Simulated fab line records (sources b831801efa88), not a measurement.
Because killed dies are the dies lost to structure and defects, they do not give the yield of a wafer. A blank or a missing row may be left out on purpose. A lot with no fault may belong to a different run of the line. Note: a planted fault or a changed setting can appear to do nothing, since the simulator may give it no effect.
Which tool was responsible? :: flow gf180mcu :: 13 lots with 39 wafers sampled at 5 steps, on a route of 602 steps

== WHAT THE GAUGES READ, wafer by wafer ==
GF_VT_IMPLANT_OVL_MEAS_18. Usual: VT_IMPLANT_01_OVL 0.4 nm, standard deviation 1.3.
lot: L820
measured: day 6 11:56
on: overlay-01
VT_IMPLANT_01_OVL (nm): 1.9 2.4 2.2
flag: 

lot: L821
measured: day 6 17:20
on: overlay-01
VT_IMPLANT_01_OVL (nm): 0.9 1.0 2.6
flag: 

lot: L827
measured: day 8 06:22
on: overlay-01
VT_IMPLANT_01_OVL (nm): -1.0 -0.9 -1.8
flag: 

lot: L828
measured: day 8 11:02
on: overlay-01
VT_IMPLANT_01_OVL (nm): 0.6 2.5 0.8
flag: 

lot: L829
measured: day 8 16:17
on: overlay-02
VT_IMPLANT_01_OVL (nm): 0.0 1.1 1.5
flag: 

lot: L833
measured: day 9 19:08
on: overlay-02
VT_IMPLANT_01_OVL (nm): 0.7 1.8 1.0
flag: 

lot: L834
measured: day 10 01:47
on: overlay-02
VT_IMPLANT_01_OVL (nm): -0.2 -0.3 -0.4
flag: 

lot: L837
measured: day 10 21:38
on: overlay-02
VT_IMPLANT_01_OVL (nm): -3.0 -2.0 -0.5
flag: 

lot: L838
measured: day 11 03:18
on: overlay-01
VT_IMPLANT_01_OVL (nm): -0.7 1.6 0.4
flag: 

lot: L839
measured: day 11 09:02
on: overlay-01
VT_IMPLANT_01_OVL (nm): 1.6 -0.2 -0.7
flag: 

lot: L840
measured: day 11 14:41
on: overlay-01
VT_IMPLANT_01_OVL (nm): 0.0 1.2 0.9
flag: 

lot: L841
measured: day 11 21:21
on: overlay-02
VT_IMPLANT_01_OVL (nm): 3.9 2.1 1.2
flag: 

lot: L843
measured: day 12 08:23
on: overlay-02
VT_IMPLANT_01_OVL (nm): 0.2 1.7 1.2
flag: 

GF_DUAL_GATE_THK_MEAS_03. Usual: DUAL_GATE_OXIDATION_00_THK 10.39 nm, standard deviation 0.17.
lot: L820
measured: day 7 23:58
on: filmMetro-01
DUAL_GATE_OXIDATION_00_THK (nm): 10.59 10.35 10.15
flag: 

lot: L821
measured: day 8 04:11
on: filmMetro-02
DUAL_GATE_OXIDATION_00_THK (nm): 10.05 10.20 10.24
flag: 

lot: L827
measured: day 9 19:37
on: filmMetro-03
DUAL_GATE_OXIDATION_00_THK (nm): 10.43 10.34 10.36
flag: 

lot: L828
measured: day 10 01:56
on: filmMetro-02
DUAL_GATE_OXIDATION_00_THK (nm): 10.30 10.30 10.27
flag: 

lot: L829
measured: day 10 05:39
on: filmMetro-03
DUAL_GATE_OXIDATION_00_THK (nm): 10.47 10.31 10.40
flag: 

lot: L833
measured: day 11 13:58
on: filmMetro-02
DUAL_GATE_OXIDATION_00_THK (nm): 10.35 10.44 10.31
flag: 

lot: L834
measured: day 11 20:22
on: filmMetro-01
DUAL_GATE_OXIDATION_00_THK (nm): 10.39 10.15 10.26
flag: 

lot: L837
measured: day 12 15:04
on: filmMetro-02
DUAL_GATE_OXIDATION_00_THK (nm): 10.29 10.49 10.28
flag: 

lot: L838
measured: day 12 21:03
on: filmMetro-01
DUAL_GATE_OXIDATION_00_THK (nm): 10.45 10.28 10.65
flag: 

lot: L839
measured: day 13 01:50
on: filmMetro-03
DUAL_GATE_OXIDATION_00_THK (nm): 10.42 10.53 10.49
flag: 

lot: L840
measured: day 13 10:43
on: filmMetro-01
DUAL_GATE_OXIDATION_00_THK (nm): 10.54 10.35 10.66
flag: 

lot: L841
measured: day 13 19:17
on: filmMetro-02
DUAL_GATE_OXIDATION_00_THK (nm): 10.58 10.35 10.43
flag: 

lot: L843
measured: day 14 03:09
on: filmMetro-01
DUAL_GATE_OXIDATION_00_THK (nm): 10.66 10.69 10.60
flag: 

GF_HV_LDD_CD_MEAS_07: target cd 400 nm. Usual: cdNm reads 400.0 nm (standard deviation 2.5).
lot: L820
measured: day 10 09:10
on: cdSem-01
cdNm (nm): 400.4 402.3 399.4
flag: 

lot: L821
measured: day 10 14:43
on: cdSem-01
cdNm (nm): 402.5 402.0 399.8
flag: 

lot: L827
measured: day 12 10:38
on: cdSem-01
cdNm (nm): 398.4 399.0 395.7
flag: 

lot: L828
measured: day 12 17:29
on: cdSem-01
cdNm (nm): 400.4 402.6 401.8
flag: 

lot: L829
measured: day 12 19:23
on: cdSem-01
cdNm (nm): 397.3 397.7 398.4
flag: 

lot: L833
measured: day 14 08:08
on: cdSem-02
cdNm (nm): 403.3 401.8 404.4
flag: 

lot: L834
measured: day 14 15:38
on: cdSem-02
cdNm (nm): 396.9 396.1 397.3
flag: 

lot: L837
measured: day 15 12:26
on: cdSem-01
cdNm (nm): 391.4 390.2 391.7
flag: OFF

lot: L838
measured: day 15 21:38
on: cdSem-01
cdNm (nm): 391.1 392.6 391.4
flag: OFF

lot: L839
measured: day 15 23:28
on: cdSem-01
cdNm (nm): 386.6 387.8 389.1
flag: OFF

lot: L840
measured: day 16 06:56
on: cdSem-01
cdNm (nm): 393.8 394.9 394.2
flag: 

lot: L841
measured: day 16 14:38
on: cdSem-01
cdNm (nm): 402.1 402.1 399.5
flag: 

lot: L843
measured: day 17 01:38
on: cdSem-02
cdNm (nm): 396.1 398.8 402.1
flag: 

== TOOL THAT RAN EACH LOT (tool first, then ch and the chambers of the sampled wafers, then the start) ==
lot: L820
GF_LVPWELL_STRIP_10: plasmaAsher-03 ch 0,1, day 4 00:55
GF_HV_LDD_DEVELOP_06: lithoTrack-03 ch 0, day 10 09:01

lot: L821
GF_LVPWELL_STRIP_10: plasmaAsher-02 ch 0,1, day 4 06:01
GF_HV_LDD_DEVELOP_06: lithoTrack-02 ch 0, day 10 14:34

lot: L827
GF_LVPWELL_STRIP_10: plasmaAsher-01 ch 0,1, day 5 15:14
GF_HV_LDD_DEVELOP_06: lithoTrack-01 ch 0, day 12 10:29

lot: L828
GF_LVPWELL_STRIP_10: plasmaAsher-02 ch 0,1, day 5 18:19
GF_HV_LDD_DEVELOP_06: lithoTrack-01 ch 0, day 12 17:20

lot: L829
GF_LVPWELL_STRIP_10: plasmaAsher-01 ch 0, day 5 23:43
GF_HV_LDD_DEVELOP_06: lithoTrack-03 ch 0, day 12 19:14

lot: L833
GF_LVPWELL_STRIP_10: plasmaAsher-03 ch 0,1, day 6 23:52
GF_HV_LDD_DEVELOP_06: lithoTrack-03 ch 0, day 14 07:59

lot: L834
GF_LVPWELL_STRIP_10: plasmaAsher-03 ch 0,1, day 7 05:55
GF_HV_LDD_DEVELOP_06: lithoTrack-03 ch 0, day 14 15:29

lot: L837
GF_LVPWELL_STRIP_10: plasmaAsher-02 ch 0,1, day 7 23:10
GF_HV_LDD_DEVELOP_06: lithoTrack-03 ch 0, day 15 12:17

lot: L838
GF_LVPWELL_STRIP_10: plasmaAsher-02 ch 0,1, day 8 04:35
GF_HV_LDD_DEVELOP_06: lithoTrack-03 ch 0, day 15 21:29

lot: L839
GF_LVPWELL_STRIP_10: plasmaAsher-01 ch 0,1, day 8 09:34
GF_HV_LDD_DEVELOP_06: lithoTrack-03 ch 0, day 15 23:19

lot: L840
GF_LVPWELL_STRIP_10: plasmaAsher-03 ch 0,1, day 8 14:35
GF_HV_LDD_DEVELOP_06: lithoTrack-01 ch 0, day 16 06:47

lot: L841
GF_LVPWELL_STRIP_10: plasmaAsher-02 ch 0,1, day 8 19:34
GF_HV_LDD_DEVELOP_06: lithoTrack-02 ch 0, day 16 14:30

lot: L843
GF_LVPWELL_STRIP_10: plasmaAsher-03 ch 0,1, day 9 06:26
GF_HV_LDD_DEVELOP_06: lithoTrack-01 ch 0, day 17 01:29
- GF_LVPWELL_STRIP_10: strips in O2/N2.
- GF_HV_LDD_DEVELOP_06: develop time 60 s.

== WHAT THE TOOLS THEMSELVES READ (means of the sampled wafers that have a number; where no wafer has one, the mark that the record gives instead) ==
GF_LVPWELL_STRIP_10. Usual: drypumpMotorCurrentA 5.8 A, standard deviation 0.48; heaterPowerW 327 W, standard deviation 25; oesProductAu 0.723 a.u., standard deviation 0.0046; platenTempC 249.96 C, standard deviation 0.19; stripTimeToEndpointS 37.03 s, standard deviation 0.12.
lot: L820
tool: plasmaAsher-03
drypumpMotorCurrentA (A): 5.9
heaterPowerW (W): 343
oesProductAu (a.u.): 0.720
platenTempC (C): 250.08
stripTimeToEndpointS (s): 36.92
flag: 

lot: L821
tool: plasmaAsher-02
drypumpMotorCurrentA (A): 5.9
heaterPowerW (W): 339
oesProductAu (a.u.): 0.723
platenTempC (C): 250.16
stripTimeToEndpointS (s): 36.87
flag: 

lot: L827
tool: plasmaAsher-01
drypumpMotorCurrentA (A): 5.7
heaterPowerW (W): 285
oesProductAu (a.u.): 0.723
platenTempC (C): 250.01
stripTimeToEndpointS (s): 36.89
flag: 

lot: L828
tool: plasmaAsher-02
drypumpMotorCurrentA (A): 6.2
heaterPowerW (W): 326
oesProductAu (a.u.): 0.725
platenTempC (C): 250.00
stripTimeToEndpointS (s): 37.25
flag: 

lot: L829
tool: plasmaAsher-01
drypumpMotorCurrentA (A): 5.8
heaterPowerW (W): 272
oesProductAu (a.u.): 0.725
platenTempC (C): 250.03
stripTimeToEndpointS (s): 37.08
flag: 

lot: L833
tool: plasmaAsher-03
drypumpMotorCurrentA (A): 5.9
heaterPowerW (W): 348
oesProductAu (a.u.): 0.726
platenTempC (C): 249.80
stripTimeToEndpointS (s): 37.03
flag: 

lot: L834
tool: plasmaAsher-03
drypumpMotorCurrentA (A): 5.9
heaterPowerW (W): 342
oesProductAu (a.u.): 0.723
platenTempC (C): 249.94
stripTimeToEndpointS (s): 37.03
flag: 

lot: L837
tool: plasmaAsher-02
drypumpMotorCurrentA (A): 6.0
heaterPowerW (W): 331
oesProductAu (a.u.): 0.722
platenTempC (C): 249.72
stripTimeToEndpointS (s): 36.91
flag: 

lot: L838
tool: plasmaAsher-02
drypumpMotorCurrentA (A): 6.0
heaterPowerW (W): 334
oesProductAu (a.u.): 0.724
platenTempC (C): 249.95
stripTimeToEndpointS (s): 37.05
flag: 

lot: L839
tool: plasmaAsher-01
drypumpMotorCurrentA (A): 5.5
heaterPowerW (W): 293
oesProductAu (a.u.): 0.726
platenTempC (C): 249.99
stripTimeToEndpointS (s): 36.97
flag: 

lot: L840
tool: plasmaAsher-03
drypumpMotorCurrentA (A): 5.9
heaterPowerW (W): 347
oesProductAu (a.u.): 0.726
platenTempC (C): 250.17
stripTimeToEndpointS (s): 37.03
flag: 

lot: L841
tool: plasmaAsher-02
drypumpMotorCurrentA (A): 6.0
heaterPowerW (W): 336
oesProductAu (a.u.): 0.725
platenTempC (C): 250.02
stripTimeToEndpointS (s): 37.11
flag: 

lot: L843
tool: plasmaAsher-03
drypumpMotorCurrentA (A): 5.9
heaterPowerW (W): 350
oesProductAu (a.u.): 0.723
platenTempC (C): 249.96
stripTimeToEndpointS (s): 37.05
flag: 

GF_HV_LDD_DEVELOP_06. Usual: developerTempC reads 23.03 C (standard deviation 0.11).
lot: L820
tool: lithoTrack-03
developerTempC (C): 23.07
flag: 

lot: L821
tool: lithoTrack-02
developerTempC (C): 22.94
flag: 

lot: L827
tool: lithoTrack-01
developerTempC (C): 23.12
flag: 

lot: L828
tool: lithoTrack-01
developerTempC (C): 23.11
flag: 

lot: L829
tool: lithoTrack-03
developerTempC (C): 23.00
flag: 

lot: L833
tool: lithoTrack-03
developerTempC (C): 23.03
flag: 

lot: L834
tool: lithoTrack-03
developerTempC (C): 23.09
flag: 

lot: L837
tool: lithoTrack-03
developerTempC (C): 25.18
flag: OFF

lot: L838
tool: lithoTrack-03
developerTempC (C): 25.44
flag: OFF

lot: L839
tool: lithoTrack-03
developerTempC (C): 25.18
flag: OFF

lot: L840
tool: lithoTrack-01
developerTempC (C): 23.06
flag: 

lot: L841
tool: lithoTrack-02
developerTempC (C): 22.91
flag: 

lot: L843
tool: lithoTrack-01
developerTempC (C): 23.09
flag: 

== THE ANSWER, worked out from the rows above alone ==
Rule: lot off if the mean of its wafers having a number is beyond 3 standard deviations from the usual mean. A lot without any number at a reading at which 4 lots or more have one is off too. The other lots that the step has rows for count as sound. First the gauges in route order, then the tools' own readings, where a lot's mean is used as printed above. The first step at which some lot is off is used, and at that step the reading that is off furthest; a lot without a number counts as furthest.
Off at GF_HV_LDD_CD_MEAS_07 (cdNm): L837, L838, L839.
A tool fits if, at a process step before that reading, it ran every lot that is off, and no sound lot after the first of them. The gauges at GF_HV_LDD_CD_MEAS_07 aren't tried: what is off there is off at GF_HV_LDD_DEVELOP_06 too, on other tools, and a gauge's error can't cause that. One fits: lithoTrack-03 at GF_HV_LDD_DEVELOP_06. Its last sound lot is L834 (day 14 15:29), its first lot that is off L837 (day 15 12:17): a fault that began between those two fits.
The tool's own readings at GF_HV_LDD_DEVELOP_06 bear it out: on the lots that are off they differ by more than 5 times the standard deviation of the sound lots' means. developerTempC reads 25.27 C there against 23.04 C on the sound lots.

== WHAT THE SIMULATOR HAD INSERTED ==
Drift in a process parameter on lithoTrack-03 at GF_HV_LDD_DEVELOP_06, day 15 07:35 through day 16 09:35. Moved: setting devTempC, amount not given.
Lots struck among those shown: L837, L838, L839. The same result came from the rule above.
